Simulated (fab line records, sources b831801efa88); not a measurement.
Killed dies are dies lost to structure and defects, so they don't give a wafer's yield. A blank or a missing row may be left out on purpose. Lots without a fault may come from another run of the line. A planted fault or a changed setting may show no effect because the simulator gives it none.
A struck lot beside a sound one | flow sky130 | 15 steps out of a route of 708
Sound: wafers L440.1, L440.2, L440.6. Struck: wafers L433.1, L433.2, L433.3. The cause comes at the end.
At each step with rows: each side's tool, then ch and its chambers, then its first start. Under that, the readings that differ: sound wafers | struck wafers | difference of the means | sigmas: that difference in standard deviations of wafers without a fault.
alike: readings whose means differ by less than 2 such deviations, and words and numbers that are the same on both sides. not compared: withheld readings, readings that some wafer has no value for, bounds like >300 that may hide the same value, and numbers for which the record gives no deviation and whose values overlap.
The two part at a step that has a row with sigmas, a row that says differs or no value, or rows on one side only. Numbers that don't overlap but have no deviation are shown without sigmas and don't part them. A reading that every wafer of one side lacks parts them only if that side has two wafers or more.

SKY_VIA3_CMP_02: polishes SiO2.
  sound on cmp-02 ch 1,3, day 43 17:32; struck on cmp-02 ch 0,2,3, day 41 22:18
  alike: head_pressure_psi, motor_current_A, platen_rpm
SKY_VIA3_BOW_MEAS_03:
  sound on film_metro-03, day 43 17:50; struck on film_metro-04, day 41 22:36
  alike: VIA3_BOW
then, 8 steps without rows for these wafers: SKY_VIA3_DEHYDRATE_04 (time 60 s); SKY_VIA3_HMDS_05 (prime time 60 s); SKY_VIA3_COAT_06 (resist thk 60 nm); SKY_VIA3_COAT_07 (resist thk 450 nm); SKY_VIA3_SOFTBAKE_08 (time 90 s); SKY_VIA3_EXPOSE_09 (exposes mask VIM3, target cd 200 nm); SKY_VIA3_PEB_10; SKY_VIA3_DEVELOP_11 (develop time 60 s).
SKY_VIA3_CD_MEAS_12: target cd 200 nm.
  sound on cd_sem-02, day 44 16:14; struck on cd_sem-01, day 42 22:41
  reading    | sound             | struck            | difference | sigmas
  cd_nm (nm) | 199.0 199.2 199.5 | 202.4 204.7 205.3 | +4.9       | +4
SKY_VIA3_OVL_MEAS_13:
  sound on overlay-01, day 44 16:22; struck on overlay-02, day 42 22:49
  alike: VIA3_OVL
SKY_VIA3_ETCH_14: etches BARC in N2/H2, stops on SiO2, time 45.9 s, target depth 60 nm.
  sound on rie_diel-01 ch 0,1, day 44 16:24; struck on rie_diel-04 ch 0,1,3, day 42 22:51
  reading                                     | sound             | struck            | difference | sigmas
  oes_product_au (a.u.)                       | 0.842 0.848 0.845 | 0.920 0.923 0.913 | +0.074     | +15
  run_length_s (s)                            | 74.4 74.4 75.0    | 70.1 70.2 70.5    | -4.3       | -12
  model.KrF-thick_of_VIA3_COAT_07.thk_nm (nm) | 391.9 392.5 392.8 | 395.7 395.6 397.8 | +4.0       |
  alike: drypump_motor_current_A, throttle_valve_pct
  not compared: rf_hours_counter_h
SKY_VIA3_ETCH_15: etches SiO2 in C4F8/O2/Ar, stops on TiN, target depth 507 nm, time 78 s.
  sound on rie_diel-01 ch 0,1, day 44 16:26; struck on rie_diel-04 ch 0,1,3, day 42 22:53
  alike: oes_product_au, run_length_s
  not compared: rf_hours_counter_h
SKY_PAD_OPEN_PROBE_99:
  the record has rows for the sound wafers here (prober-02, day 49 22:47) and none for the struck ones

WHERE THEY PART
First at SKY_VIA3_CD_MEAS_12; last, within this record, at SKY_PAD_OPEN_PROBE_99.

WHY: what the simulator had put in
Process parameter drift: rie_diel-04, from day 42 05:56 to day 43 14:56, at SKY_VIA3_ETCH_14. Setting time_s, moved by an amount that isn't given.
